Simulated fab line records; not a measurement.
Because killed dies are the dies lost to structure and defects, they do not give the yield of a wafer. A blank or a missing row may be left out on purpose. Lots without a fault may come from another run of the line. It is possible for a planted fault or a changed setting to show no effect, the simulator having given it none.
Chamber matching	flow sky130	SKY_METAL3_ETCH_17 on rie-diel-03: 4 sister chambers
The step etches SiO2 in C4F8/O2/Ar, stops on TiN, time 3.9 s, target depth 15 nm. 18 wafers are shown with their chamber, then 9 later ones without.

== WAFERS PAIRED WITH THEIR CHAMBERS ==
wafer	chamber	oes-product-au (a.u.)
L074.4	3	0.753
L074.5	1	0.767
L074.6	2	0.749
L076.2	0	0.756
L076.3	2	0.756
L076.6	3	0.760
L080.2	2	0.758
L080.3	1	0.746
L080.6	1	0.749
L085.1	1	0.771
L085.4	2	0.757
L085.6	2	0.761
L087.2	1	0.746
L087.3	3	0.747
L087.4	0	0.756
L089.2	3	0.753
L089.5	0	0.756
L089.6	3	0.761

SIGNATURES (means of the wafers above)
reading	chamber 0	chamber 1	chamber 2	chamber 3	scatter within a chamber
oes-product-au	0.75600	0.75580	0.75620	0.75480	0.00759
Rule: for each reading, subtract the chamber's mean from the wafer's reading, divide by that reading's scatter and square the result; add these up over the readings and take the root, which gives the wafer's distance from the chamber. If the next closest chamber is less than 2 further off than the closest, the wafer can't be placed; otherwise it belongs to the closest. The scatter is the square root of a quotient: the sum, over the shown wafers, of each reading's squared deviation from its chamber's mean, divided by wafers minus chambers.

== WAFERS MISSING THEIR CHAMBER ==
wafer	oes-product-au (a.u.)
L093.1	0.747
L093.2	0.752
L093.6	0.764
L095.3	0.746
L095.5	0.760
L095.6	0.770
L097.1	0.752
L097.5	0.750
L097.6	0.764

== WHICH CHAMBER EACH WENT THROUGH ==
wafer	from the rows above	in truth
L093.1	can't be placed: 3 or 1 or 0 or 2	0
L093.2	can't be placed: 3 or 1 or 0 or 2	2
L093.6	can't be placed: 2 or 0 or 1 or 3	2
L095.3	can't be placed: 3 or 1 or 0 or 2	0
L095.5	can't be placed: 2 or 0 or 1 or 3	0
L095.6	can't be placed: 2 or 0 or 1 or 3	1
L097.1	can't be placed: 3 or 1 or 0 or 2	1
L097.5	can't be placed: 3 or 1 or 0 or 2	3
L097.6	can't be placed: 2 or 0 or 1 or 3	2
0 of 9 placed correctly. Not placeable from these rows: 9 (in 9, the candidates include the true chamber). 0 placed wrongly.
